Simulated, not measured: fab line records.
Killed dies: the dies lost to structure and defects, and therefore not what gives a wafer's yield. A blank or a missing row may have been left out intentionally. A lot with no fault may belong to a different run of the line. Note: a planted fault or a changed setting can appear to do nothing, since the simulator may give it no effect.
fab line records -- flow gf180mcu -- part 1 of 2: steps 1 to 26 of 36
[record] lots = 5, wafers = 15, last_day = 34
route steps=602 shown V1@344 M2@362
lots that met no fault: taken from a fault-free run of the same line
start_h: hours from the record's first day to the start of the lot's first wafer shown -- wait_h: time in hours since the lot's previous step -- " unchanged from the row above -- L1.1+2: a single row standing in for several wafers -- - no value, or no start was given -- * or withheld: withheld -- < > ~ a bound
route shown NAME@n: a module of which the file shows steps, and the number in the route of the first -- usual: mean and standard deviation over wafers with no fault -- same: alike in all rows -- chamber/n: place in a boat -- sites: each site's reading -- _std_site: the values' standard deviation -- _edge_site: outer sites' mean less inner sites' -- radius_mm: how far each site lies from the wafer's centre -- mask NAME#n: copy n -- behind: the most recent tool/chamber to have shaped the wafer -- hold: why the lot was held/for how many hours/how that ended -- device: the n, p or np transistor that did not switch -- end of line: the same wafers' tests at the end of the route -- where a step has no rows: the recipe by itself -- killed: at the first sort, the dies lost to defects and structure; wafer yield is something else -- map: a wafer's dies, x killed, . not, _ none there
set.NAME: the setting that was run; set.NAME@STEP: the one run at that earlier step -- model.NAME: the simulator's own value behind a step, which no gauge read
lots at selected steps of the route; one table per step, one row per wafer
services: when a tool's chamber went out of use (start_h, in hours from the record's first day, below 0 if earlier), for how many hours, and the reason
[[steps]]
[step GF_V1_COAT_09]
[recipe] resist = KrF, spin_rpm = withheld, resist_thk_nm = 1000
lot.wafer,tool,chamber,start_h,wait_h
L087.2+3+5,litho_track-03,0,-,-
L090.1+4+5,litho_track-03,0,-,-
L091.2+3+6,litho_track-04,0,-,-
L094.3+4+6,litho_track-04,0,-,-
L093.4+5+6,litho_track-04,0,-,-
[step GF_V1_SOFTBAKE_10]
[recipe] temp_c = 130, time_s = 60, resist = KrF
lot.wafer,tool,chamber,start_h,wait_h
L087.2+3+5,litho_track-03,0,-,-
L090.1+4+5,litho_track-03,0,-,-
L091.2+3+6,litho_track-04,0,-,-
L094.3+4+6,litho_track-04,0,-,-
L093.4+5+6,litho_track-04,0,-,-
[step GF_V1_EXPOSE_11]
[recipe] mask_id = Via1, target_cd_nm = 260, na = 0.68, source_shape = conventional, sigma_outer = 0.6, dose_mj = 38
[usual] focus_offset_nm = 0.1/0.51
[same] na = 0.68
lot.wafer,tool,chamber,start_h,wait_h,mask,focus_offset_nm
L087.2,krf_scanner-01,0,-,-,Via1#0,1.1
L087.3,krf_scanner-01,0,-,-,Via1#0,-0.4
L087.5,krf_scanner-01,0,-,-,Via1#0,1.2
L090.1,krf_scanner-02,0,-,-,Via1#0,-0.8
L090.4,krf_scanner-02,0,-,-,Via1#0,-0.4
L090.5,krf_scanner-02,0,-,-,Via1#0,0.4
L091.2,krf_scanner-01,0,-,-,Via1#0,0.0
L091.3,krf_scanner-01,0,-,-,Via1#0,-0.2
L091.6,krf_scanner-01,0,-,-,Via1#0,0.3
L094.3,krf_scanner-02,0,-,-,Via1#0,0.0
L094.4,krf_scanner-02,0,-,-,Via1#0,-0.4
L094.6,krf_scanner-02,0,-,-,Via1#0,-0.3
L093.4,krf_scanner-01,0,-,-,Via1#0,-0.2
L093.5,krf_scanner-01,0,-,-,Via1#0,-0.4
L093.6,krf_scanner-01,0,-,-,Via1#0,0.8
[step GF_V1_PEB_12]
[recipe] peb_temp_c = 135, peb_time_s = 90, resist = KrF
lot.wafer,tool,chamber,start_h,wait_h
L087.2+3+5,litho_track-04,0,-,-
L090.1+4+5,litho_track-04,0,-,-
L091.2+3+6,litho_track-03,0,-,-
L094.3+4+6,litho_track-01,0,-,-
L093.4+5+6,litho_track-01,0,-,-
[step GF_V1_DEVELOP_13]
[recipe] develop_time_s = 60, resist = KrF, dev_temp_c = 21
lot.wafer,tool,chamber,start_h,wait_h
L087.2+3+5,litho_track-04,0,524.13,0.2
L090.1+4+5,litho_track-04,0,558.86,0.2
L091.2+3+6,litho_track-03,0,574.58,0.2
L094.3+4+6,litho_track-01,0,591.49,0.1
L093.4+5+6,litho_track-01,0,592.16,0.1
[step GF_V1_CD_MEAS_14]
[recipe] target_cd_nm = 260
[usual] cd_nm = 260.3/1.3
lot.wafer,tool,chamber,start_h,wait_h,cd_nm
L087.2,cd_sem-01,-,524.28,0.1,261.8
L087.3,cd_sem-01,-,524.28,0.1,261.3
L087.5,cd_sem-01,-,524.28,0.1,260.6
L090.1,cd_sem-02,-,559.01,0.1,258.9
L090.4,cd_sem-02,-,559.01,0.1,258.0
L090.5,cd_sem-02,-,559.01,0.1,259.0
L091.2,cd_sem-02,-,574.73,0.1,259.1
L091.3,cd_sem-02,-,574.73,0.1,259.3
L091.6,cd_sem-02,-,574.73,0.1,259.3
L094.3,cd_sem-01,-,591.63,0.1,260.8
L094.4,cd_sem-01,-,591.63,0.1,263.4
L094.6,cd_sem-01,-,591.63,0.1,260.3
L093.4,cd_sem-02,-,592.30,0.1,259.9
L093.5,cd_sem-02,-,592.30,0.1,260.7
L093.6,cd_sem-02,-,592.30,0.1,260.6
[step GF_V1_OVL_MEAS_15]
[usual] V1_OVL = 2/5.7
lot.wafer,tool,chamber,start_h,wait_h,V1_OVL[nm]
L087.2,overlay-01,-,524.39,0.1,4
L087.3,overlay-01,-,524.39,0.1,-1
L087.5,overlay-01,-,524.39,0.1,-6
L090.1,overlay-01,-,559.13,0.1,1
L090.4,overlay-01,-,559.13,0.1,1
L090.5,overlay-01,-,559.13,0.1,-2
L091.2,overlay-02,-,574.83,0.1,-2
L091.3,overlay-02,-,574.83,0.1,-5
L091.6,overlay-02,-,574.83,0.1,0
L094.3,overlay-02,-,591.72,0.1,6
L094.4,overlay-02,-,591.72,0.1,1
L094.6,overlay-02,-,591.72,0.1,10
L093.4,overlay-01,-,592.38,0.1,12
L093.5,overlay-01,-,592.38,0.1,-2
L093.6,overlay-01,-,592.38,0.1,12
[step GF_V1_ETCH_16]
[recipe] chemistry = N2/H2, target_depth_a = withheld, overetch_a = withheld, time_s = withheld, target = BARC, ion_energy_ev = 200, source_w = 500, bias_w = 100, pressure_mtorr = 30, n2_flow_sccm = 100, h2_flow_sccm = 200
[usual] drypump_motor_current_A = 5.6/0.42, oes_product_au = 0.856/0.0048, throttle_valve_pct = 13.224/0.0091
lot.wafer,tool,chamber,start_h,wait_h,drypump_motor_current_A,oes_product_au,throttle_valve_pct
L087.2,rie_diel-02,3,524.42,0.0,5.8,0.853,13.215
L087.3,rie_diel-02,0,524.42,0.0,5.8,0.860,13.230
L087.5,rie_diel-02,2,524.42,0.0,5.3,0.858,13.220
L090.1,rie_diel-02,0,559.17,0.0,5.8,0.854,13.220
L090.4,rie_diel-02,3,559.17,0.0,5.8,0.857,13.224
L090.5,rie_diel-02,2,559.17,0.0,5.2,0.845,13.232
L091.2,rie_diel-03,0,574.86,0.0,6.6,0.849,13.226
L091.3,rie_diel-03,3,574.86,0.0,4.9,0.857,13.226
L091.6,rie_diel-03,1,574.86,0.0,5.3,0.862,13.223
L094.3,rie_diel-02,0,591.74,0.0,5.8,0.849,13.215
L094.4,rie_diel-02,2,591.74,0.0,5.3,0.853,13.218
L094.6,rie_diel-02,3,591.74,0.0,5.8,0.855,13.200
L093.4,rie_diel-03,2,592.39,0.0,5.4,0.851,13.221
L093.5,rie_diel-03,0,592.39,0.0,6.6,0.866,13.230
L093.6,rie_diel-03,3,592.39,0.0,4.9,0.857,13.224
[step GF_V1_ETCH_17]
[recipe] chemistry = C4F8/O2/Ar, mask_material = KrF, target = SiO2, stop_on = TiN, source_w = 1500, bias_w = 1200, pressure_mtorr = 40, c4f8_flow_sccm = withheld, O2_flow_sccm = 6, Ar_flow_sccm = 300, time_s = withheld, target_depth_a = 6300
[usual] oes_product_au = 0.856/0.0044
lot.wafer,tool,chamber,start_h,wait_h,oes_product_au
L087.2,rie_diel-02,3,-,-,0.859
L087.3,rie_diel-02,0,-,-,0.843
L087.5,rie_diel-02,2,-,-,0.860
L090.1,rie_diel-02,0,-,-,0.859
L090.4,rie_diel-02,3,-,-,0.855
L090.5,rie_diel-02,2,-,-,0.856
L091.2,rie_diel-03,0,-,-,0.854
L091.3,rie_diel-03,3,-,-,0.859
L091.6,rie_diel-03,1,-,-,0.858
L094.3,rie_diel-02,0,-,-,0.857
L094.4,rie_diel-02,2,-,-,0.850
L094.6,rie_diel-02,3,-,-,0.853
L093.4,rie_diel-03,2,-,-,0.851
L093.5,rie_diel-03,0,-,-,0.851
L093.6,rie_diel-03,3,-,-,0.858
[step GF_V1_STRIP_18]
[recipe] chemistry = O2/N2, power_w = 1400, pressure_mtorr = 1500, platen_temp_c = 250, o2_flow_sccm = 3000, n2_flow_sccm = 300, overash_fraction = 0.5
[usual] drypump_motor_current_A = 5.7/0.49, heater_power_w = 345/39, oes_product_au = 0.592/0.0045
lot.wafer,tool,chamber,start_h,wait_h,drypump_motor_current_A,heater_power_w,oes_product_au,rf_hours_counter_h
L087.2,plasma_asher-03,1,524.54,-,5.1,329,0.599,42
L087.3,plasma_asher-03,0,524.54,-,5.5,311,0.593,-
L087.5,plasma_asher-03,1,524.54,-,5.1,332,0.591,-
L090.1,plasma_asher-03,1,559.29,-,5.1,343,0.599,45
L090.4,plasma_asher-03,1,559.29,-,5.1,333,0.589,-
L090.5,plasma_asher-03,1,559.29,-,5.1,342,0.598,-
L091.2,plasma_asher-01,1,574.99,-,5.6,396,0.595,16
L091.3,plasma_asher-01,1,574.99,-,5.6,400,0.588,-
L091.6,plasma_asher-01,0,574.99,-,6.7,336,0.591,-
L094.3,plasma_asher-04,1,591.91,-,5.7,406,0.592,-
L094.4,plasma_asher-04,0,591.91,-,6.1,309,0.589,-
L094.6,plasma_asher-04,0,591.91,-,6.1,313,0.594,-
L093.4,plasma_asher-03,0,592.56,-,5.5,309,0.590,-
L093.5,plasma_asher-03,0,592.56,-,5.5,306,0.589,-
L093.6,plasma_asher-03,1,592.56,-,5.1,332,0.593,-
[step GF_V1_STRIP_19]
[recipe] chemistry = post_etch_residue_remover, time_s = 1200, temp_c = 72.5
lot.wafer,tool,chamber,start_h,wait_h
L087.2+3+5,wet_bench-03,2,524.64,0.1
L090.1+4+5,wet_bench-04,3,559.39,0.1
L091.2+3+6,wet_bench-01,3,575.09,0.1
L094.3+4+6,wet_bench-01,1,591.97,0.0
L093.4+5+6,wet_bench-04,3,592.62,0.0
[step GF_V1_CLEAN_20]
[recipe] chemistry = DIW, dry = n2_spin
lot.wafer,tool,chamber,start_h,wait_h
L087.2+3+5,wet_bench-04,0,524.99,0.0
L090.1+4+5,wet_bench-03,2,559.74,0.0
L091.2+3+6,wet_bench-03,0,575.47,0.0
L094.3+4+6,wet_bench-03,0,592.32,0.0
L093.4+5+6,wet_bench-01,3,592.97,0.0
[step GF_V1_SPUTTER_21]
[recipe] material = Ti, target_thk_nm = 15, chamber_pressure_pa = 5, power_w = 2500, substrate_temp_c = 200, time_s = 80.02
[usual] cathode_dc_power_W = 2500.0/0.44, throttle_valve_pct = 29.8/0.69
lot.wafer,tool,chamber,start_h,wait_h,cathode_dc_power_W,throttle_valve_pct
L087.2,pvd_sputter-03,-,525.08,0.0,2500.0,29.2
L087.3,pvd_sputter-03,-,525.08,0.0,2500.3,30.1
L087.5,pvd_sputter-03,-,525.08,0.0,2500.5,30.3
L090.1,pvd_sputter-03,-,559.83,0.0,2498.9,29.1
L090.4,pvd_sputter-03,-,559.83,0.0,2499.7,30.3
L090.5,pvd_sputter-03,-,559.83,0.0,2500.2,29.6
L091.2,pvd_sputter-01,-,575.56,0.0,2500.2,28.7
L091.3,pvd_sputter-01,-,575.56,0.0,2499.5,31.6
L091.6,pvd_sputter-01,-,575.56,0.0,2499.3,29.3
L094.3,pvd_sputter-02,-,592.42,0.0,2499.9,29.4
L094.4,pvd_sputter-02,-,592.42,0.0,2499.6,30.2
L094.6,pvd_sputter-02,-,592.42,0.0,2500.6,30.2
L093.4,pvd_sputter-03,-,593.06,0.0,2499.4,29.2
L093.5,pvd_sputter-03,-,593.06,0.0,2499.7,30.7
L093.6,pvd_sputter-03,-,593.06,0.0,2500.0,29.8
[step GF_V1_SPUTTER_22]
[recipe] material = TiN, target_thk_nm = 10, chamber_pressure_pa = 5, power_w = 4000, time_s = 40
[usual] cathode_dc_power_W = 4000.1/0.76, throttle_valve_pct = 29.8/0.68
lot.wafer,tool,chamber,start_h,wait_h,cathode_dc_power_W,throttle_valve_pct
L087.2,pvd_sputter-03,-,525.14,0.0,4000.1,29.1
L087.3,pvd_sputter-03,-,525.14,0.0,3999.9,30.4
L087.5,pvd_sputter-03,-,525.14,0.0,4000.1,30.0
L090.1,pvd_sputter-03,-,559.89,0.0,4000.6,29.1
L090.4,pvd_sputter-03,-,559.89,0.0,4000.1,30.3
L090.5,pvd_sputter-03,-,559.89,0.0,3999.7,29.7
L091.2,pvd_sputter-01,-,575.62,0.0,4000.1,28.6
L091.3,pvd_sputter-01,-,575.62,0.0,3999.8,31.6
L091.6,pvd_sputter-01,-,575.62,0.0,4000.9,29.4
L094.3,pvd_sputter-02,-,592.48,0.0,4000.8,29.7
L094.4,pvd_sputter-02,-,592.48,0.0,4001.0,30.0
L094.6,pvd_sputter-02,-,592.48,0.0,4001.1,30.4
L093.4,pvd_sputter-03,-,593.12,0.0,4001.1,28.9
L093.5,pvd_sputter-03,-,593.12,0.0,4000.2,30.6
L093.6,pvd_sputter-03,-,593.12,0.0,4000.9,30.0
[step GF_V1_CVD_23]
[recipe] material = W, target_thk_nm = 350, time_s = 105.05, temp_c = 400, pressure_torr = 40
[usual] heater_power_w = 926/84, susceptor_temp_C = 400.01/0.22
lot.wafer,tool,chamber,start_h,wait_h,heater_power_w,susceptor_temp_C
L087.2,cvd_w-02,1,525.18,0.0,805,399.72
L087.3,cvd_w-02,1,525.18,0.0,824,400.23
L087.5,cvd_w-02,1,525.18,0.0,792,399.79
L090.1,cvd_w-01,0,559.93,0.0,942,399.98
L090.4,cvd_w-01,1,559.93,0.0,1034,399.68
L090.5,cvd_w-01,0,559.93,0.0,945,399.78
L091.2,cvd_w-01,0,575.66,0.0,928,399.86
L091.3,cvd_w-01,0,575.66,0.0,972,399.98
L091.6,cvd_w-01,0,575.66,0.0,970,400.09
L094.3,cvd_w-02,0,592.55,0.1,927,399.89
L094.4,cvd_w-02,1,592.55,0.1,786,400.36
L094.6,cvd_w-02,0,592.55,0.1,962,400.23
L093.4,cvd_w-01,1,593.19,0.1,1069,400.10
L093.5,cvd_w-01,1,593.19,0.1,1073,399.96
L093.6,cvd_w-01,0,593.19,0.1,942,400.15
[step GF_V1_RS_MEAS_24]
[recipe] thk_meas_gauge = four-point-probe, reads = W_of_V1_CVD_23+TiN_of_V1_SPUTTER_22+Ti_of_V1_SPUTTER_21
[usual] V1_W_RS = 0.324/0.0062
lot.wafer,tool,chamber,start_h,wait_h,V1_W_RS[ohm/sq]
L087.2,film_metro-04,-,525.31,0.1,0.321
L087.3,film_metro-04,-,525.31,0.1,0.320
L087.5,film_metro-04,-,525.31,0.1,0.324
L090.1,film_metro-04,-,560.04,0.1,0.323
L090.4,film_metro-04,-,560.04,0.1,0.326
L090.5,film_metro-04,-,560.04,0.1,0.325
L091.2,film_metro-03,-,575.79,0.1,0.330
L091.3,film_metro-03,-,575.79,0.1,0.329
L091.6,film_metro-03,-,575.79,0.1,0.329
L094.3,film_metro-01,-,592.67,0.1,0.316
L094.4,film_metro-01,-,592.67,0.1,0.323
L094.6,film_metro-01,-,592.67,0.1,0.313
L093.4,film_metro-03,-,593.33,0.1,0.333
L093.5,film_metro-03,-,593.33,0.1,0.334
L093.6,film_metro-03,-,593.33,0.1,0.333
[step GF_V1_THK_MEAS_25]
[recipe] thk_meas_gauge = xrf, reads = W_of_V1_CVD_23
[usual] V1_W_THK = 334/7.4
lot.wafer,tool,chamber,start_h,wait_h,V1_W_THK[nm]
L087.2,film_metro-04,-,525.42,0.1,340
L087.3,film_metro-04,-,525.42,0.1,341
L087.5,film_metro-04,-,525.42,0.1,336
L090.1,film_metro-04,-,560.16,0.1,338
L090.4,film_metro-04,-,560.16,0.1,335
L090.5,film_metro-04,-,560.16,0.1,336
L091.2,film_metro-03,-,575.90,0.1,326
L091.3,film_metro-03,-,575.90,0.1,326
L091.6,film_metro-03,-,575.90,0.1,329
L094.3,film_metro-01,-,592.77,0.1,341
L094.4,film_metro-01,-,592.77,0.1,333
L094.6,film_metro-01,-,592.77,0.1,345
L093.4,film_metro-03,-,593.42,0.1,321
L093.5,film_metro-03,-,593.42,0.1,321
L093.6,film_metro-03,-,593.42,0.1,321
[step GF_V1_CMP_26]
[recipe] stop_on = SiO2, down_force_psi = 3.5, platen_rpm = 60, t_overpolish_s = 15, target_thk_nm = 0, pad_velocity_m_s = 0.94248
[usual] motor_current_A = 11.1/0.98, overpolish_run_s = 15.001/0.0088, slurry_filter_dp_kPa = 13.48/0.13, time_to_endpoint_s = 85/3.2
lot.wafer,tool,chamber,start_h,wait_h,motor_current_A,overpolish_run_s,slurry_filter_dp_kPa,time_to_endpoint_s
L087.3,cmp-01,2,525.52,0.1,11.8,15.007,13.38,82
L087.2,cmp-01,3,525.52,0.1,10.9,15.006,13.50,83
L087.5,cmp-01,2,525.52,0.1,12.9,15.009,13.36,81
L090.1,cmp-01,0,560.22,0.1,10.3,15.001,13.51,82
L090.4,cmp-01,3,560.22,0.1,10.8,14.992,13.54,84
L090.5,cmp-01,1,560.22,0.1,10.5,15.004,13.41,83
L091.3,cmp-02,0,576.05,0.1,12.7,15.005,13.39,90
L091.2,cmp-02,1,576.05,0.1,10.9,14.986,13.53,90
L091.6,cmp-02,2,576.05,0.1,10.4,14.992,13.31,87
L094.3,cmp-02,1,592.86,0.1,11.0,14.983,13.54,88
L094.4,cmp-02,3,592.86,0.1,11.5,15.007,13.56,88
L094.6,cmp-02,0,592.86,0.1,13.9,14.997,13.47,97
L093.4,cmp-01,2,593.55,0.1,12.2,15.002,13.41,83
L093.6,cmp-01,0,593.55,0.1,10.3,15.002,13.59,84
L093.5,cmp-01,1,593.55,0.1,11.0,15.003,13.63,85
[step GF_M2_SPUTTER_00]
[recipe] material = Ti, target_thk_nm = 37.5, arriving_ion_energy_ev = 80, substrate_temp_c = 200, chamber_pressure_pa = 2, power_w = 4000, time_s = 150
[usual] cathode_dc_power_W = 4000.1/0.72, throttle_valve_pct = 29.6/0.87
lot.wafer,tool,chamber,start_h,wait_h,cathode_dc_power_W,throttle_valve_pct
L087.2,pvd_sputter-02,-,525.77,0.1,4001.2,29.0
L087.3,pvd_sputter-02,-,525.77,0.1,4001.3,30.1
L087.5,pvd_sputter-02,-,525.77,0.1,4000.3,29.4
L090.1,pvd_sputter-04,-,560.52,0.2,3999.7,29.0
L090.4,pvd_sputter-04,-,560.52,0.2,3999.7,30.0
L090.5,pvd_sputter-04,-,560.52,0.2,4000.3,30.1
L091.2,pvd_sputter-04,-,576.25,0.1,3998.4,30.6
L091.3,pvd_sputter-04,-,576.25,0.1,3999.8,28.7
L091.6,pvd_sputter-04,-,576.25,0.1,3999.8,30.3
L094.3,pvd_sputter-01,-,593.11,0.2,3999.9,29.8
L094.4,pvd_sputter-01,-,593.11,0.2,4000.9,28.6
L094.6,pvd_sputter-01,-,593.11,0.2,3998.7,31.7
L093.4,pvd_sputter-01,-,593.75,0.1,3998.7,28.3
L093.5,pvd_sputter-01,-,593.75,0.1,4000.8,31.6
L093.6,pvd_sputter-01,-,593.75,0.1,3999.7,29.1
[step GF_M2_SPUTTER_01]
[recipe] material = TiN, target_thk_nm = 30, power_w = 6500, time_s = 25, chamber_pressure_pa = 0.4
[usual] cathode_dc_power_W = 6500.0/1.1, throttle_valve_pct = 29.5/0.87
lot.wafer,tool,chamber,start_h,wait_h,cathode_dc_power_W,throttle_valve_pct
L087.2,pvd_sputter-02,-,525.87,0.1,6501.9,29.2
L087.3,pvd_sputter-02,-,525.87,0.1,6498.2,30.3
L087.5,pvd_sputter-02,-,525.87,0.1,6499.6,29.2
L090.1,pvd_sputter-04,-,560.62,0.1,6498.4,29.0
L090.4,pvd_sputter-04,-,560.62,0.1,6500.8,30.5
L090.5,pvd_sputter-04,-,560.62,0.1,6502.1,30.0
L091.2,pvd_sputter-04,-,576.35,0.1,6498.4,30.5
L091.3,pvd_sputter-04,-,576.35,0.1,6499.1,28.9
L091.6,pvd_sputter-04,-,576.35,0.1,6499.1,30.4
L094.3,pvd_sputter-01,-,593.21,0.1,6499.5,29.6
L094.4,pvd_sputter-01,-,593.21,0.1,6500.5,28.5
L094.6,pvd_sputter-01,-,593.21,0.1,6498.7,31.4
L093.4,pvd_sputter-01,-,593.85,0.1,6499.9,28.5
L093.5,pvd_sputter-01,-,593.85,0.1,6499.2,31.6
L093.6,pvd_sputter-01,-,593.85,0.1,6500.8,29.1
[step GF_M2_SPUTTER_02]
[recipe] material = AlCu, target_thk_nm = 450, power_w = 10600, time_s = 23.9, chamber_pressure_pa = 0.4
[usual] cathode_dc_power_W = 10600/2, throttle_valve_pct = 29.5/0.85
lot.wafer,tool,chamber,start_h,wait_h,cathode_dc_power_W,throttle_valve_pct
L087.2,pvd_sputter-02,-,525.90,0.0,10602,29.3
L087.3,pvd_sputter-02,-,525.90,0.0,10597,30.1
L087.5,pvd_sputter-02,-,525.90,0.0,10600,29.2
L090.1,pvd_sputter-04,-,560.65,0.0,10597,28.9
L090.4,pvd_sputter-04,-,560.65,0.0,10599,30.0
L090.5,pvd_sputter-04,-,560.65,0.0,10601,30.1
L091.2,pvd_sputter-04,-,576.38,0.0,10602,30.4
L091.3,pvd_sputter-04,-,576.38,0.0,10600,29.0
L091.6,pvd_sputter-04,-,576.38,0.0,10601,30.1
L094.3,pvd_sputter-01,-,593.24,0.0,10599,29.6
L094.4,pvd_sputter-01,-,593.24,0.0,10602,28.5
L094.6,pvd_sputter-01,-,593.24,0.0,10598,31.3
L093.4,pvd_sputter-01,-,593.88,0.0,10600,28.5
L093.5,pvd_sputter-01,-,593.88,0.0,10600,31.4
L093.6,pvd_sputter-01,-,593.88,0.0,10600,29.0
[step GF_M2_SPUTTER_03]
[recipe] material = Ti, target_thk_nm = 10, substrate_temp_c = 300, chamber_pressure_pa = 0.3, power_w = 3000, time_s = 6.7
[usual] cathode_dc_power_W = 3000.0/0.55, throttle_valve_pct = 29.5/0.86
lot.wafer,tool,chamber,start_h,wait_h,cathode_dc_power_W,throttle_valve_pct
L087.2,pvd_sputter-02,-,525.93,0.0,3000.9,29.3
L087.3,pvd_sputter-02,-,525.93,0.0,3000.2,30.3
L087.5,pvd_sputter-02,-,525.93,0.0,2999.8,29.3
L090.1,pvd_sputter-04,-,560.68,0.0,3000.2,29.4
L090.4,pvd_sputter-04,-,560.68,0.0,2999.7,30.2
L090.5,pvd_sputter-04,-,560.68,0.0,3000.4,29.8
L091.2,pvd_sputter-04,-,576.41,0.0,2999.1,30.0
L091.3,pvd_sputter-04,-,576.41,0.0,3000.2,29.3
L091.6,pvd_sputter-04,-,576.41,0.0,3000.0,30.3
L094.3,pvd_sputter-01,-,593.27,0.0,2999.1,29.3
L094.4,pvd_sputter-01,-,593.27,0.0,2999.5,28.6
L094.6,pvd_sputter-01,-,593.27,0.0,3000.1,31.4
L093.4,pvd_sputter-01,-,593.91,0.0,2998.4,28.4
L093.5,pvd_sputter-01,-,593.91,0.0,2999.4,31.8
L093.6,pvd_sputter-01,-,593.91,0.0,3000.0,29.3
[step GF_M2_SPUTTER_04]
[recipe] material = TiN, target_thk_nm = 50, power_w = 6500, time_s = 41.7, chamber_pressure_pa = 0.4
[usual] cathode_dc_power_W = 6500.2/1.2, throttle_valve_pct = 29.5/0.85
lot.wafer,tool,chamber,start_h,wait_h,cathode_dc_power_W,throttle_valve_pct
L087.2,pvd_sputter-02,-,525.95,0.0,6500.4,29.2
L087.3,pvd_sputter-02,-,525.95,0.0,6500.1,30.2
L087.5,pvd_sputter-02,-,525.95,0.0,6499.2,29.1
L090.1,pvd_sputter-04,-,560.70,0.0,6499.6,29.1
L090.4,pvd_sputter-04,-,560.70,0.0,6498.7,30.6
L090.5,pvd_sputter-04,-,560.70,0.0,6498.8,30.0
L091.2,pvd_sputter-04,-,576.43,0.0,6499.5,30.3
L091.3,pvd_sputter-04,-,576.43,0.0,6498.0,29.0
L091.6,pvd_sputter-04,-,576.43,0.0,6500.9,30.4
L094.3,pvd_sputter-01,-,593.29,0.0,6501.3,29.4
L094.4,pvd_sputter-01,-,593.29,0.0,6500.1,28.5
L094.6,pvd_sputter-01,-,593.29,0.0,6500.7,31.4
L093.4,pvd_sputter-01,-,593.93,0.0,6500.3,28.4
L093.5,pvd_sputter-01,-,593.93,0.0,6500.6,31.5
L093.6,pvd_sputter-01,-,593.93,0.0,6501.1,28.8
[step GF_M2_RS_MEAS_05]
[recipe] thk_meas_gauge = four-point-probe, reads = TiN_of_M2_SPUTTER_04+Ti_of_M2_SPUTTER_03+AlCu_of_M2_SPUTTER_02+TiN_of_M2_SPUTTER_01+Ti_of_M2_SPUTTER_00
[usual] M2_ALCU_RS = 0.0697/0.0007
lot.wafer,tool,chamber,start_h,wait_h,M2_ALCU_RS[ohm/sq]
L087.2,film_metro-02,-,526.01,0.0,0.0698
L087.3,film_metro-02,-,526.01,0.0,0.0700
L087.5,film_metro-02,-,526.01,0.0,0.0698
L090.1,film_metro-01,-,560.74,0.0,0.0689
L090.4,film_metro-01,-,560.74,0.0,0.0696
L090.5,film_metro-01,-,560.74,0.0,0.0690
L091.2,film_metro-03,-,576.49,0.0,0.0700
L091.3,film_metro-03,-,576.49,0.0,0.0696
L091.6,film_metro-03,-,576.49,0.0,0.0696
L094.3,film_metro-01,-,593.37,0.1,0.0704
L094.4,film_metro-01,-,593.37,0.1,0.0696
L094.6,film_metro-01,-,593.37,0.1,0.0693
L093.4,film_metro-01,-,594.03,0.1,0.0702
L093.5,film_metro-01,-,594.03,0.1,0.0701
L093.6,film_metro-01,-,594.03,0.1,0.0702
[step GF_M2_THK_MEAS_06]
[recipe] thk_meas_gauge = xrf, reads = AlCu_of_M2_SPUTTER_02
[usual] M2_ALCU_THK = 449/5.1
lot.wafer,tool,chamber,start_h,wait_h,M2_ALCU_THK[nm]
L087.2,film_metro-02,-,526.12,0.1,449
L087.3,film_metro-02,-,526.12,0.1,449
L087.5,film_metro-02,-,526.12,0.1,448
L090.1,film_metro-01,-,560.86,0.1,453
L090.4,film_metro-01,-,560.86,0.1,447
L090.5,film_metro-01,-,560.86,0.1,452
L091.2,film_metro-03,-,576.60,0.1,446
L091.3,film_metro-03,-,576.60,0.1,450
L091.6,film_metro-03,-,576.60,0.1,449
L094.3,film_metro-01,-,593.47,0.1,441
L094.4,film_metro-01,-,593.47,0.1,447
L094.6,film_metro-01,-,593.47,0.1,446
L093.4,film_metro-01,-,594.12,0.1,442
L093.5,film_metro-01,-,594.12,0.1,445
L093.6,film_metro-01,-,594.12,0.1,444
[step GF_M2_DEHYDRATE_07]
[recipe] temp_c = 200, time_s = 60
lot.wafer,tool,chamber,start_h,wait_h
L087.2+3+5,litho_track-03,0,537.13,11.0
L090.1+4+5,litho_track-02,0,570.89,10.0
L091.2+3+6,litho_track-03,0,586.83,10.2
L094.3+4+6,litho_track-03,0,603.66,10.2
L093.4+5+6,litho_track-04,0,604.28,10.2
